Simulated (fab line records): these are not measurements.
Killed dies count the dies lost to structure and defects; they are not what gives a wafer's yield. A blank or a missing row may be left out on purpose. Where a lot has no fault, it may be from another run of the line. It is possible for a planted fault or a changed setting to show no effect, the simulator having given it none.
Matching of chambers || flow gf180mcu || cmp-01 running GF_STI_CMP_25: 4 sister chambers
The step polishes, stops on Si3N4, t overpolish 33 s, target thk 524.6 nm. 8 wafers are shown with their chamber, then 7 later ones without.

WAFERS PAIRED WITH THEIR CHAMBERS
{"wafer": "L608.1", "chamber": 0, "motor current A (A)": 11.7, "time to endpoint s (s)": 125}
{"wafer": "L619.3", "chamber": 1, "motor current A (A)": 11.3, "time to endpoint s (s)": 111}
{"wafer": "L619.6", "chamber": 2, "motor current A (A)": 14.4, "time to endpoint s (s)": 125}
{"wafer": "L620.2", "chamber": 3, "motor current A (A)": 15.7, "time to endpoint s (s)": 115}
{"wafer": "L620.3", "chamber": 1, "motor current A (A)": 10.8, "time to endpoint s (s)": 111}
{"wafer": "L620.6", "chamber": 0, "motor current A (A)": 10.8, "time to endpoint s (s)": 118}
{"wafer": "L623.1", "chamber": 3, "motor current A (A)": 15.1, "time to endpoint s (s)": 124}
{"wafer": "L623.2", "chamber": 2, "motor current A (A)": 14.5, "time to endpoint s (s)": 120}

WAFERS MISSING THEIR CHAMBER
{"wafer": "L623.4", "motor current A (A)": 11.0, "time to endpoint s (s)": 118}
{"wafer": "L624.1", "motor current A (A)": 14.9, "time to endpoint s (s)": 121}
{"wafer": "L624.3", "motor current A (A)": 11.3, "time to endpoint s (s)": 128}
{"wafer": "L624.5", "motor current A (A)": 15.1, "time to endpoint s (s)": 126}
{"wafer": "L627.2", "motor current A (A)": 13.9, "time to endpoint s (s)": 123}
{"wafer": "L627.4", "motor current A (A)": 15.0, "time to endpoint s (s)": 116}
{"wafer": "L627.5", "motor current A (A)": 14.4, "time to endpoint s (s)": 119}

THE CHAMBER EACH PASSED THROUGH
{"wafer": "L623.4", "from the rows above": "can't be placed: 0 or 1", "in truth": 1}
{"wafer": "L624.1", "from the rows above": "can't be placed: 2 or 3", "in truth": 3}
{"wafer": "L624.3", "from the rows above": 0, "in truth": 0}
{"wafer": "L624.5", "from the rows above": "can't be placed: 3 or 2", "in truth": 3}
{"wafer": "L627.2", "from the rows above": 2, "in truth": 2}
{"wafer": "L627.4", "from the rows above": "can't be placed: 3 or 2", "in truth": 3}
{"wafer": "L627.5", "from the rows above": "can't be placed: 2 or 3", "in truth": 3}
Correctly placed: 2 of 7. Unplaceable from these rows: 5, with the true chamber sitting among the candidates in 5. Wrongly placed: 0.
How it was worked out, from the rows above alone: a wafer's distance from a chamber is the root of the sum, over the readings, of the square of ((its reading less the chamber's mean) divided by the reading's scatter). If the next closest chamber is less than 2 further off than the closest, the wafer can't be placed; otherwise it belongs to the closest. The mean given for a chamber averages the wafers shown for that chamber. The scatter: the root of (the sum of the squares of (reading less its chamber's mean) over the shown wafers, divided by (wafers less chambers)).
